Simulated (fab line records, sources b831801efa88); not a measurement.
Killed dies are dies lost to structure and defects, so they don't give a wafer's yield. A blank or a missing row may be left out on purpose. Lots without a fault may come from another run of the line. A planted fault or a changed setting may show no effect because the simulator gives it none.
A struck lot beside a sound one | flow sky130 | 26 steps out of a route of 708
Sound: wafers L975.2, L975.3, L975.6. Struck: wafers L984.3, L984.5, L984.6. The cause comes at the end.
At each step with rows: each side's tool, then ch and its chambers, then its first start. Under that, the readings that differ: sound wafers | struck wafers | difference of the means | sigmas: that difference in standard deviations of wafers without a fault.
alike: readings whose means differ by less than 2 such deviations, and words and numbers that are the same on both sides. not compared: withheld readings, readings that some wafer has no value for, bounds like >300 that may hide the same value, and numbers for which the record gives no deviation and whose values overlap.
The two part at a step that has a row with sigmas, a row that says differs or no value, or rows on one side only. Numbers that don't overlap but have no deviation are shown without sigmas and don't part them. A reading that every wafer of one side lacks parts them only if that side has two wafers or more.

first, 10 steps without rows for these wafers: SKY_SONOS_ONO_COAT_08 (resist thk 1140 nm); SKY_SONOS_ONO_SOFTBAKE_09 (time 60 s); SKY_SONOS_ONO_EXPOSE_10 (exposes mask ONOM, target cd 410 nm); SKY_SONOS_ONO_PEB_11; SKY_SONOS_ONO_DEVELOP_12 (develop time 60 s); SKY_SONOS_ONO_ETCH_15 (etches the open film in CHF3/O2, target depth 19.52 nm, time 7.8 s); SKY_SONOS_ONO_WET_ETCH_16 (etches SiO2 in dHF, target depth 14 nm, time 280 s); SKY_SONOS_ONO_STRIP_17 (strips in O2/N2); SKY_SONOS_ONO_WET_ETCH_18 (etches Si3N4 in H3PO4, target depth 15 nm, time 172 s); SKY_GATE_OXIDE_CLEAN_00 (cleans in SC1/SC2, time 150 s).
SKY_GATE_OXIDE_OXIDATION_01: stabilise 600 s, purge 300 s, target thk 10.268 nm.
  sound on furnace-02 ch 0, day 12 20:55; struck on furnace-02 ch 0, day 16 02:14
  reading                                           | sound                | struck               | difference | sigmas
  spike_tc_bottom_C (C)                             | 918.2 916.8 919.6    | 923.1 923.6 922.2    | +4.8       | +5
  spike_tc_centre_C (C)                             | 899.3 901.3 901.4    | 908.1 905.6 905.7    | +5.8       | +5
  spike_tc_lower_C (C)                              | 898.5 900.9 899.3    | 906.5 904.5 905.2    | +5.8       | +5
  spike_tc_top_C (C)                                | 913.9 913.2 913.2    | 919.1 919.2 919.3    | +5.8       | +5
  spike_tc_upper_C (C)                              | 901.3 902.7 900.5    | 907.3 905.5 907.4    | +5.2       | +3
  tube_center_temp_C (C)                            | 900.14 900.06 899.85 | 905.51 905.51 905.42 | +5.46      | +71
  tube_center_temp_C_max                            | 902.6 902.5 901.7    | 907.8 908.0 908.0    | +5.7       | +15
  model.SiO2_of_GATE_OXIDE_OXIDATION_01.thk_nm (nm) | 10.59 10.37 10.51    | 11.09 11.06 11.09    | +0.59      |
  alike: zone_power_lower_pct
SKY_GATE_OXIDE_THK_MEAS_02:
  sound on film_metro-03, day 12 22:20; struck on film_metro-02, day 16 03:40
  reading                          | sound             | struck            | difference | sigmas
  GATE_OXIDE_OXIDATION_00_THK (nm) | 10.57 10.41 10.53 | 11.02 11.05 11.11 | +0.56      | +3
then, 11 steps without rows for these wafers: SKY_GATE_OXIDE_DEHYDRATE_03 (time 60 s); SKY_GATE_OXIDE_HMDS_04 (prime time 60 s); SKY_GATE_OXIDE_COAT_05 (resist thk 1140 nm); SKY_GATE_OXIDE_SOFTBAKE_06 (time 60 s); SKY_GATE_OXIDE_EXPOSE_07 (exposes mask LVOM, target cd 600 nm); SKY_GATE_OXIDE_PEB_08; SKY_GATE_OXIDE_DEVELOP_09 (develop time 60 s); SKY_GATE_OXIDE_IMPLANT_11; SKY_GATE_OXIDE_WET_ETCH_12 (etches SiO2 in dHF, target depth 16.8 nm, time 336 s); SKY_GATE_OXIDE_STRIP_13 (strips in O2/N2); SKY_GATE_OXIDE_CLEAN_15 (cleans in SC1/SC2, time 150 s).
SKY_GATE_OXIDE_OXIDATION_16: stabilise 600 s, purge 300 s, target thk 3.57 nm.
  sound on furnace-01 ch 0, day 14 01:41; struck on furnace-02 ch 0, day 17 10:28
  reading                                           | sound             | struck            | difference | sigmas
  spike_tc_upper_C (C)                              | 797.2 795.1 798.1 | 802.2 801.0 802.1 | +5.0       | +3
  zone_power_lower_pct (%)                          | 12.1 12.0 12.1    | 14.1 14.0 14.2    | +2.0       | +2
  model.SiO2_of_GATE_OXIDE_OXIDATION_01.thk_nm (nm) | 11.95 11.76 11.87 | 12.43 12.37 12.38 | +0.53      |
  alike: ox_temp_c, spike_tc_bottom_C, spike_tc_centre_C, spike_tc_lower_C, spike_tc_top_C, tube_center_temp_C, tube_center_temp_C_max
then, 1 step without rows for these wafers: SKY_POLY_GATE_CVD_00 (deposits poly-Si, target thk 180 nm, time 720 s).
-- the record jumps here: 31 days lie between the struck wafers' starts before and after (it left off in module POLY_GATE and takes up again in module PAD_OPEN, whose first step shown is number 708 of the route) --
SKY_PAD_OPEN_PROBE_99:
  sound on prober-01, day 45 19:59; struck on prober-02, day 48 04:19
  reading                                | sound                         | struck                       | difference | sigmas
  model.etest.nfet_16v.r_on_ohm_um       | 1.392e+04 1.391e+04 1.389e+04 | 1.476e+04 1.471e+04 1.48e+04 | +8.500e+02 |
  model.etest.tip_sonos.rs_ohm_sq        | 2795 2719 2761                | 2845 2838 2873               | +94        |
  model.etest.nfet_g5v0d10v5.r_on_ohm_um | 1888 1876 1885                | 1953 1959 1979               | +81        |
  model.etest.nfet_g5v0d10v5.drive_ua_um | 594.4 604.5 595.5             | 567.7 575.6 569.8            | -27.1      |
  model.etest.nfet_05v0_nvt.drive_ua_um  | 567 570.3 567.3               | 548.5 548.7 548.1            | -19.8      |
  model.etest.nfet_16v.drive_ua_um       | 220.4 221.5 221.8             | 208.7 210 207.7              | -12.4      |
  alike: killed_at_M0_to_M3, killed_at_M4_up, killed_at_contacts, killed_at_front_end, killed_at_other, killed_dies, killed_open, killed_short
  not compared: model.etest.pfet_g5v0d10v5.r_on_ohm_um, model.etest.pfet_g5v0d10v5.drive_ua_um

WHERE THEY PART
First at SKY_GATE_OXIDE_OXIDATION_01; last, within this record, at SKY_GATE_OXIDE_OXIDATION_16. Later steps at which nothing parts them and some readings are alike: SKY_PAD_OPEN_PROBE_99.

WHY: what the simulator had put in
Process parameter drift: furnace-02, from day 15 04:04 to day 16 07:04, at SKY_GATE_OXIDE_OXIDATION_01. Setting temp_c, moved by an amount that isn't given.
